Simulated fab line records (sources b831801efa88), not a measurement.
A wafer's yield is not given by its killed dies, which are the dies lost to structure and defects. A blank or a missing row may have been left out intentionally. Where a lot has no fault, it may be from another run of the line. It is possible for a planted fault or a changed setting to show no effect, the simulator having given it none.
fab line records	flow sky130
[record] lots = 5	wafers = 15	lastDay = 50
route steps=708 shown PASSIVATION@688 PAD_OPEN@694
lots that met no fault: taken from a fault-free run of the same line
startH: hours from the record's first day to the start of the lot's first wafer shown	waitH: time in hours since the lot's previous step	" as in the row above	L1.1+2: several wafers, shown together as one row	- value missing, or start not given	* or withheld: withheld	< > ~ a bound
route shown NAME@n: names a module that has steps shown in the file, with the first one's number in the route	usual: average and standard deviation across the fault-free wafers	same: alike in all rows	chamber/n: place in a boat	sites: per-site readings	_std_site: the values' standard deviation	_edge_site: outer sites' mean less inner sites'	radiusMm: for every site, how far away it sits from the centre of the wafer	mask NAME#n: copy n	behind: the tool/chamber that last shaped the wafer	hold: reason for holding the lot/hours on hold/outcome of the hold	device: the n, p or np transistor that did not switch	end of line: the tests these same wafers got at the end of their route	a step without rows: its recipe alone	killed: not the wafer's yield, but the dies lost to structure and defects at the first sort	map: a wafer's dies, marking killed ones x, the rest . and places with no die _
set.NAME: the run value of the setting; set.NAME@STEP: its run value at that earlier step	model.NAME: the simulator's own value behind a step, which no gauge read
lots at some steps of the route; a table a step, a row a wafer
services: a tool's chamber out of use, with start hour (startH, from the record's first day; less than 0 if before it), hours out, and reason
[[steps]]
[step SKY_PASSIVATION_SOFTBAKE_07]
[recipe] tempC = 110	timeS = withheld
lot.wafer	tool	chamber	startH	waitH
L074.2+5+6	lithoTrack-03	0	1037.81	0.1
L079.3+4+5	lithoTrack-03	0	1076.35	0.1
L087.2+4+6	lithoTrack-03	0	1123.87	0.1
L091.2+3+6	lithoTrack-04	0	1144.48	0.1
L096.3+4+6	lithoTrack-02	0	1166.10	0.1
[step SKY_PASSIVATION_EXPOSE_08]
[recipe] maskId = NSM	targetCdNm = 3000	na = 0.57	doseMj = 260
lot.wafer	tool	chamber	startH	waitH	mask
L074.2+5+6	ilineStepper-02	0	-	-	NSM#0
L079.3+4+5	ilineStepper-02	0	-	-	NSM#0
L087.2+4+6	ilineStepper-02	0	-	-	NSM#0
L091.2+3+6	ilineStepper-02	0	-	-	NSM#0
L096.3+4+6	ilineStepper-01	0	-	-	NSM#0
[step SKY_PASSIVATION_PEB_09]
[recipe] tempC = 115	timeS = withheld
lot.wafer	tool	chamber	startH	waitH
L074.2+5+6	lithoTrack-04	0	-	-
L079.3+4+5	lithoTrack-04	0	-	-
L087.2+4+6	lithoTrack-03	0	-	-
L091.2+3+6	lithoTrack-02	0	-	-
L096.3+4+6	lithoTrack-04	0	-	-
[step SKY_PASSIVATION_DEVELOP_10]
[recipe] developTimeS = 60	devTempC = 23
lot.wafer	tool	chamber	startH	waitH
L074.2+5+6	lithoTrack-04	0	-	-
L079.3+4+5	lithoTrack-04	0	-	-
L087.2+4+6	lithoTrack-03	0	-	-
L091.2+3+6	lithoTrack-02	0	-	-
L096.3+4+6	lithoTrack-04	0	-	-
[step SKY_PASSIVATION_ETCH_11]
[recipe] chemistry = CF4/O2	targetDepthNm = 725	stopOn = AlCu	sourceW = 800	biasW = 145.2	pressureMtorr = 150	cf4FlowSccm = 80	O2_flow_sccm = 10	timeS = 161.1
[usual] drypumpMotorCurrentA = 5.7/0.49	oesProductAu = 0.976/0.0064	throttleValvePct = 5.965/0.0085
lot.wafer	tool	chamber	startH	waitH	drypumpMotorCurrentA	oesProductAu	rfHoursCounterH	throttleValvePct
L074.2	rieDiel-02	3	1049.60	-	5.8	0.977	25	5.956
L074.5	"	2	"	"	5.8	0.981	-	5.982
L074.6	"	3	"	"	5.8	0.988	-	5.967
L079.3	rieDiel-02	2	1086.20	-	5.8	0.970	21	5.962
L079.4	"	3	"	"	5.8	0.975	27	5.971
L079.5	"	0	"	"	5.3	0.983	-	5.961
L087.2	rieDiel-04	3	1133.38	-	5.5	0.979	10	5.967
L087.4	"	0	"	"	6.7	0.989	-	5.963
L087.6	"	1	"	"	5.6	0.988	-	5.958
L091.2	rieDiel-04	0	1153.24	-	6.7	0.966	29	5.968
L091.3	"	3	"	"	5.6	0.981	11	5.963
L091.6	"	0	"	"	6.6	0.981	-	5.956
L096.3	rieDiel-01	1	1174.40	-	5.1	0.982	18	5.980
L096.4	"	2	"	"	4.9	0.979	-	5.954
L096.6	"	0	"	"	5.7	0.985	-	5.974
[step SKY_PASSIVATION_STRIP_12]
[recipe] chemistry = O2/N2	powerW = 1400	pressureMtorr = 1500	platenTempC = withheld	overashFraction = 0.7	o2FlowSccm = 3000	n2FlowSccm = 300
[usual] drypumpMotorCurrentA = 5.6/0.39	oesProductAu = 0.661/0.0043	stripTimeToEndpointS = 31.58/0.11
lot.wafer	tool	chamber	startH	waitH	drypumpMotorCurrentA	oesProductAu	rfHoursCounterH	stripTimeToEndpointS
L074.2	plasmaAsher-02	1	1049.71	0.1	5.8	0.662	118	31.47
L074.5	"	0	"	"	5.7	0.660	-	31.50
L074.6	"	1	"	"	5.8	0.657	-	31.51
L079.3	plasmaAsher-02	0	1086.34	0.1	5.6	0.659	-	31.50
L079.4	"	1	"	"	5.8	0.661	-	31.31
L079.5	"	0	"	"	5.6	0.664	-	31.37
L087.2	plasmaAsher-03	0	1133.49	0.1	5.7	0.658	102	31.55
L087.4	"	0	"	"	5.7	0.666	-	31.64
L087.6	"	1	"	"	5.5	0.658	-	31.58
L091.2	plasmaAsher-02	0	1153.34	0.1	5.6	0.667	8	31.39
L091.3	"	0	"	"	5.6	0.667	-	31.45
L091.6	"	0	"	"	5.7	0.665	-	31.44
L096.3	plasmaAsher-02	0	1174.54	0.1	5.6	0.665	-	31.65
L096.4	"	1	"	"	5.7	0.665	-	31.74
L096.6	"	0	"	"	5.6	0.671	-	31.68
[step SKY_PAD_OPEN_DEHYDRATE_00]
[recipe] tempC = 200	timeS = 60
lot.wafer	tool	chamber	startH	waitH
L074.2+5+6	lithoTrack-03	0	1059.81	10.1
L079.3+4+5	lithoTrack-03	0	1096.43	10.1
L087.2+4+6	lithoTrack-02	0	1142.66	9.1
L091.2+3+6	lithoTrack-03	0	1162.46	9.1
L096.3+4+6	lithoTrack-02	0	1182.29	7.7
[step SKY_PAD_OPEN_HMDS_01]
[recipe] primeTimeS = 60	primeTempC = 120
[usual] primeTempC = 120.00/0.12
lot.wafer	tool	chamber	startH	waitH	primeTempC
L074.2	lithoTrack-03	0	1059.96	0.1	119.87
L074.5	"	0	"	"	119.95
L074.6	"	0	"	"	119.91
L079.3	lithoTrack-03	0	1096.58	0.1	120.10
L079.4	"	0	"	"	119.86
L079.5	"	0	"	"	119.95
L087.2	lithoTrack-02	0	1142.81	0.1	120.01
L087.4	"	0	"	"	120.13
L087.6	"	0	"	"	119.94
L091.2	lithoTrack-03	0	1162.61	0.1	119.85
L091.3	"	0	"	"	119.78
L091.6	"	0	"	"	119.85
L096.3	lithoTrack-02	0	1182.44	0.1	120.22
L096.4	"	0	"	"	119.99
L096.6	"	0	"	"	120.03
[step SKY_PAD_OPEN_COAT_02]
[recipe] spinRpm = 2000	resistThkNm = 3000
lot.wafer	tool	chamber	startH	waitH
L074.2+5+6	lithoTrack-03	0	1060.11	0.1
L079.3+4+5	lithoTrack-03	0	1096.73	0.1
L087.2+4+6	lithoTrack-02	0	1142.96	0.1
L091.2+3+6	lithoTrack-03	0	1162.76	0.1
L096.3+4+6	lithoTrack-02	0	1182.59	0.1
[step SKY_PAD_OPEN_SOFTBAKE_03]
[recipe] tempC = 110	timeS = withheld
lot.wafer	tool	chamber	startH	waitH
L074.2+5+6	lithoTrack-03	0	1060.26	0.1
L079.3+4+5	lithoTrack-03	0	1096.90	0.1
L087.2+4+6	lithoTrack-02	0	1143.12	0.1
L091.2+3+6	lithoTrack-03	0	1162.92	0.1
L096.3+4+6	lithoTrack-02	0	1182.75	0.1
[step SKY_PAD_OPEN_EXPOSE_04]
[recipe] maskId = PDM	targetCdNm = 60000	na = 0.57	doseMj = 260
lot.wafer	tool	chamber	startH	waitH	mask
L074.2+5+6	ilineStepper-01	0	-	-	PDM#0
L079.3+4+5	ilineStepper-01	0	-	-	PDM#0
L087.2+4+6	ilineStepper-02	0	-	-	PDM#0
L091.2+3+6	ilineStepper-02	0	-	-	PDM#0
L096.3+4+6	ilineStepper-01	0	-	-	PDM#0
[step SKY_PAD_OPEN_PEB_05]
[recipe] tempC = 115	timeS = withheld
lot.wafer	tool	chamber	startH	waitH
L074.2+5+6	lithoTrack-01	0	-	-
L079.3+4+5	lithoTrack-01	0	-	-
L087.2+4+6	lithoTrack-02	0	-	-
L091.2+3+6	lithoTrack-02	0	-	-
L096.3+4+6	lithoTrack-03	0	-	-
[step SKY_PAD_OPEN_DEVELOP_06]
[recipe] developTimeS = 60	devTempC = 23.4
lot.wafer	tool	chamber	startH	waitH
L074.2+5+6	lithoTrack-01	0	-	-
L079.3+4+5	lithoTrack-01	0	-	-
L087.2+4+6	lithoTrack-02	0	-	-
L091.2+3+6	lithoTrack-02	0	-	-
L096.3+4+6	lithoTrack-03	0	-	-
[step SKY_PAD_OPEN_ETCH_07]
[recipe] chemistry = CF4/O2	targetDepthNm = 725	stopOn = AlCu	sourceW = 800	biasW = 150	pressureMtorr = 150	cf4FlowSccm = 80	O2_flow_sccm = 10	timeS = 161.1
[usual] drypumpMotorCurrentA = 5.9/0.48	oesProductAu = 0.977/0.0065	throttleValvePct = 5.965/0.0094
lot.wafer	tool	chamber	startH	waitH	drypumpMotorCurrentA	oesProductAu	rfHoursCounterH	throttleValvePct
L074.2	rieDiel-02	0	1070.71	-	5.3	0.976	12	5.961
L074.5	"	1	"	"	6.2	0.977	-	5.972
L074.6	"	2	"	"	5.8	0.986	-	5.963
L079.3	rieDiel-03	1	1106.62	-	6.5	0.978	-	5.964
L079.4	"	0	"	"	5.0	0.972	-	5.971
L079.5	"	0	"	"	5.0	0.981	-	5.959
L087.2	rieDiel-02	1	1151.99	-	6.2	0.981	28	5.985
L087.4	"	0	"	"	5.3	0.985	14	5.976
L087.6	"	1	"	"	6.2	0.978	-	5.954
L091.2	rieDiel-04	2	1170.94	-	5.7	0.987	23	5.969
L091.3	"	1	"	"	5.6	0.981	11	5.966
L091.6	"	3	"	"	5.5	0.974	-	5.966
L096.3	rieDiel-04	1	1190.13	-	5.6	0.981	12	5.969
L096.4	"	0	"	"	6.7	0.978	31	5.962
L096.6	"	3	"	"	5.6	0.994	-	5.959
[step SKY_PAD_OPEN_STRIP_08]
[recipe] chemistry = O2/N2	powerW = 1400	pressureMtorr = 1500	platenTempC = withheld	overashFraction = 0.7	o2FlowSccm = 3000	n2FlowSccm = 300
[usual] drypumpMotorCurrentA = 5.8/0.3	oesProductAu = 0.664/0.0046	stripTimeToEndpointS = 37.09/0.11
lot.wafer	tool	chamber	startH	waitH	drypumpMotorCurrentA	oesProductAu	rfHoursCounterH	stripTimeToEndpointS
L074.2	plasmaAsher-03	1	1070.82	0.1	5.5	0.667	97	37.08
L074.5	"	1	"	"	5.5	0.668	-	37.16
L074.6	"	0	"	"	5.7	0.666	-	37.14
L079.3	plasmaAsher-03	1	1106.76	0.1	5.5	0.658	-	37.20
L079.4	"	0	"	"	5.7	0.675	-	37.13
L079.5	"	0	"	"	5.7	0.660	-	37.19
L087.2	plasmaAsher-02	0	1152.09	0.1	5.7	0.665	8	37.13
L087.4	"	0	"	"	5.6	0.670	-	37.08
L087.6	"	0	"	"	5.6	0.662	-	37.06
L091.2	plasmaAsher-02	1	1171.04	0.1	5.8	0.671	10	37.00
L091.3	"	1	"	"	5.8	0.656	-	37.12
L091.6	"	1	"	"	5.8	0.661	-	37.03
L096.3	plasmaAsher-04	0	1190.27	0.1	6.5	0.669	-	37.10
L096.4	"	1	"	"	6.2	0.665	-	37.13
L096.6	"	1	"	"	6.2	0.669	-	37.23
[step SKY_PAD_OPEN_STRIP_09]
[recipe] chemistry = postEtchResidueRemover	timeS = 1200	tempC = 72.5
lot.wafer	tool	chamber	startH	waitH
L074.2+5+6	wetBench-02	1	1070.92	0.1
L079.3+4+5	wetBench-03	3	1106.82	0.0
L087.2+4+6	wetBench-04	3	1152.19	0.1
L091.2+3+6	wetBench-04	3	1171.15	0.1
L096.3+4+6	wetBench-02	2	1190.34	0.0
[step SKY_PAD_OPEN_CLEAN_10]
[recipe] chemistry = IPA	timeS = 180	tempC = 25
lot.wafer	tool	chamber	startH	waitH
L074.2+5+6	wetBench-03	1	1071.26	0.0
L079.3+4+5	wetBench-04	3	1107.20	0.0
L087.2+4+6	wetBench-04	2	1152.57	0.0
L091.2+3+6	wetBench-04	3	1171.49	0.0
L096.3+4+6	wetBench-03	1	1190.71	0.0
[step SKY_PAD_OPEN_CLEAN_11]
[recipe] chemistry = O3/DIW	dry = n2Spin
lot.wafer	tool	chamber	startH	waitH
L074.2+5+6	wetBench-02	3	1071.32	0.0
L079.3+4+5	wetBench-02	3	1107.26	0.0
L087.2+4+6	wetBench-03	0	1152.63	0.0
L091.2+3+6	wetBench-04	1	1171.55	0.0
L096.3+4+6	wetBench-02	3	1190.77	0.0
[step SKY_PAD_OPEN_ANNEAL_12]
[recipe] tempC = 400	timeS = withheld	ambient = N2/H2	idleTempC = 300	rampUpCPerMin = 8	rampDownCPerMin = 4
[usual] rampUpCPerMin = 8.0000/0.0015
lot.wafer	tool	chamber	startH	waitH	rampUpCPerMin
L074.2	furnace-02	0	1071.41	0.0	8.0013
L074.5	"	0	"	"	8.0001
L074.6	"	0	"	"	7.9991
L079.3	furnace-02	0	1107.47	0.0	8.0000
L079.4	"	0	"	"	8.0018
L079.5	"	0	"	"	7.9981
L087.2	furnace-02	0	1152.72	0.0	7.9973
L087.4	"	0	"	"	7.9998
L087.6	"	0	"	"	7.9998
L091.2	furnace-02	0	1171.64	0.0	7.9985
L091.3	"	0	"	"	8.0001
L091.6	"	0	"	"	7.9998
L096.3	furnace-01	0	1190.87	0.0	8.0024
L096.4	"	0	"	"	7.9991
L096.6	"	0	"	"	7.9974
[step SKY_PAD_OPEN_BOW_MEAS_13]
[recipe] mode = bow
[usual] PAD_OPEN_BOW = 49/9.2
lot.wafer	tool	chamber	startH	waitH	PAD_OPEN_BOW[um]
L074.2	filmMetro-01	-	1072.93	-	70
L074.5	"	-	"	"	51
L074.6	"	-	"	"	51
L079.3	filmMetro-03	-	1109.05	-	55
L079.4	"	-	"	"	57
L079.5	"	-	"	"	54
L087.2	filmMetro-04	-	1154.24	-	57
L087.4	"	-	"	"	65
L087.6	"	-	"	"	70
L091.2	filmMetro-04	-	1173.16	-	42
L091.3	"	-	"	"	52
L091.6	"	-	"	"	49
L096.3	filmMetro-03	-	1192.41	-	37
L096.4	"	-	"	"	49
L096.6	"	-	"	"	34
[step SKY_PAD_OPEN_PROBE_99]
[usual] defectLimitedYield = 82.4/1.7	killed_at_M0_to_M3 = 43/6.4	killed_at_M4_up = 3.5/1.8	killedAtContacts = 25/5.7	killedAtFrontEnd = 15/3.9	killedAtOther = 0.3/0.67	killedDies = 87/8.6	killedOpen = 47/6.7	killedShort = 39/5.9	sort_bin_3_pad_short = 0.9/0.43	sort_bin_5_function = 10.4/1.3	sort_bin_6_memory = 6.3/1.1	sortNPass = 405/8.6	sortYieldPct = 82.4/1.7
[same] grossDies = 492	killedAtBackSide = 0	sort_bin_4_leakage[%] = 0	sort_bin_8_speed[%] = 0
lot.wafer	tool	chamber	startH	waitH	defectLimitedYield[%]	killed_at_M0_to_M3	killed_at_M4_up	killedAtContacts	killedAtFrontEnd	killedAtOther	killedDies	killedOpen	killedShort	sort_bin_3_pad_short[%]	sort_bin_5_function[%]	sort_bin_6_memory[%]	sortNPass	sortYieldPct[%]
L074.2	prober-02	-	1073.08	0.1	84.1	42	2	22	12	0	78	47	31	0.2	9.6	6.1	414	84.1
L074.5	prober-02	-	1073.23	0.2	83.7	34	6	21	19	0	80	41	39	1.0	9.6	5.7	412	83.7
L074.6	prober-02	-	1073.28	0.2	82.1	44	3	25	15	1	88	46	41	1.4	10.0	6.5	404	82.1
L079.3	prober-01	-	1109.23	0.2	83.1	47	5	20	11	0	83	41	42	0.6	9.6	6.7	409	83.1
L079.4	prober-01	-	1109.28	0.2	83.1	38	6	26	12	1	83	45	38	1.0	8.3	7.5	409	83.1
L079.5	prober-01	-	1109.33	0.2	80.9	47	8	30	9	0	94	47	46	0.6	10.2	8.3	398	80.9
L096.3	prober-02	-	1192.59	0.2	83.9	39	1	23	14	2	79	42	36	0.6	8.3	7.1	413	83.9
L096.4	prober-02	-	1192.64	0.2	80.9	53	2	26	11	2	94	49	43	0.6	12.2	6.3	398	80.9
L096.6	prober-02	-	1192.74	0.2	81.3	50	3	23	16	0	92	51	41	0.6	9.1	8.9	400	81.3
// killed by level:class
L074.2 VIA3:geometricParticle:open=10 CONTACT:geometricParticle:open=9 VIA1:geometricParticle:open=9 LI_CONTACT:geometricParticle:open=6 VIA2:geometricParticle:short=5 POLY_GATE:geometricParticle:open=4 VIA1:geometricParticle:short=4 FIELD_ISO:geometricParticle:open=3
L074.5 LI_CONTACT:geometricParticle:open=7 CONTACT:geometricParticle:open=7 VIA2:geometricParticle:open=7 VIA1:geometricParticle:open=6 METAL4:geometricParticle:short=6 FIELD_ISO:geometricParticle:short=5 METAL2:geometricParticle:short=5 FIELD_ISO:geometricParticle:open=4
L074.6 CONTACT:geometricParticle:open=10 VIA1:geometricParticle:open=10 VIA1:geometricParticle:short=9 LI_CONTACT:geometricParticle:open=7 VIA2:geometricParticle:open=6 FIELD_ISO:geometricParticle:open=4 METAL2:geometricParticle:short=4 LOCAL_INTERCONNECT:geometricParticle:short=4
L079.3 VIA1:geometricParticle:open=10 CONTACT:geometricParticle:open=9 VIA2:geometricParticle:open=6 VIA3:geometricParticle:open=6 VIA3:geometricParticle:short=6 POLY_GATE:geometricParticle:short=5 METAL2:geometricParticle:short=5 VIA2:geometricParticle:short=4
L079.4 VIA3:geometricParticle:open=8 LI_CONTACT:geometricParticle:open=7 LOCAL_INTERCONNECT:geometricParticle:short=6 VIA1:geometricParticle:open=6 FIELD_ISO:geometricParticle:open=5 CONTACT:geometricParticle:short=5 CONTACT:geometricParticle:open=5 METAL2:geometricParticle:short=5
L079.5 CONTACT:geometricParticle:open=13 VIA3:geometricParticle:open=9 METAL1:geometricParticle:short=7 VIA1:geometricParticle:short=6 VIA1:geometricParticle:open=6 METAL4:geometricParticle:short=6 LI_CONTACT:geometricParticle:open=5 CONTACT:geometricParticle:short=5
L096.3 VIA1:geometricParticle:open=11 CONTACT:geometricParticle:open=9 FIELD_ISO:geometricParticle:open=6 FIELD_ISO:geometricParticle:short=6 LI_CONTACT:geometricParticle:open=5 VIA3:geometricParticle:open=5 LOCAL_INTERCONNECT:geometricParticle:short=4 METAL1:geometricParticle:short=4
L096.4 VIA1:geometricParticle:open=14 LI_CONTACT:geometricParticle:open=7 CONTACT:geometricParticle:open=7 VIA2:geometricParticle:open=7 VIA3:geometricParticle:open=7 CONTACT:geometricParticle:short=6 METAL1:geometricParticle:short=6 VIA3:geometricParticle:short=5
L096.6 VIA1:geometricParticle:open=17 CONTACT:geometricParticle:open=8 VIA3:geometricParticle:open=6 METAL3:geometricParticle:short=5 POLY_GATE:geometricParticle:short=4 LI_CONTACT:geometricParticle:short=4 CONTACT:geometricParticle:short=4 VIA2:geometricParticle:short=4
[[services]]
tool	chamber	startH	hours	kind
furnace-02	-	1018.25	4.7	pm
plasmaAsher-02	-	1030.45	17.8	repair
rieDiel-04	-	1032.15	2.8	pm
rieDiel-02	3	1033.67	1.3	repair
furnace-02	-	1035.19	0.9	repair
ilineStepper-01	-	1047.87	2.8	repair
plasmaAsher-02	-	1055.25	9.0	pm
furnace-02	-	1076.33	4.2	pm
rieDiel-04	3	1084.48	41.1	repair
ilineStepper-02	-	1092.57	2.1	pm
rieDiel-02	0	1105.71	1.2	repair
plasmaAsher-03	-	1109.14	3.1	repair
rieDiel-04	2	1110.33	9.2	repair
plasmaAsher-02	-	1111.89	0.3	repair
rieDiel-02	0	1114.00	7.3	repair
rieDiel-04	2	1120.44	19.3	repair
ilineStepper-01	-	1126.04	1.7	pm
plasmaAsher-02	-	1138.30	6.1	repair
ilineStepper-02	-	1153.02	1.7	pm
rieDiel-02	0	1154.86	2.5	repair
rieDiel-02	-	1164.01	0.5	repair
rieDiel-04	2	1178.31	7.3	repair
ilineStepper-02	-	1178.86	4.4	pm
rieDiel-02	1	1189.30	10.5	repair
[[key]]
fault none
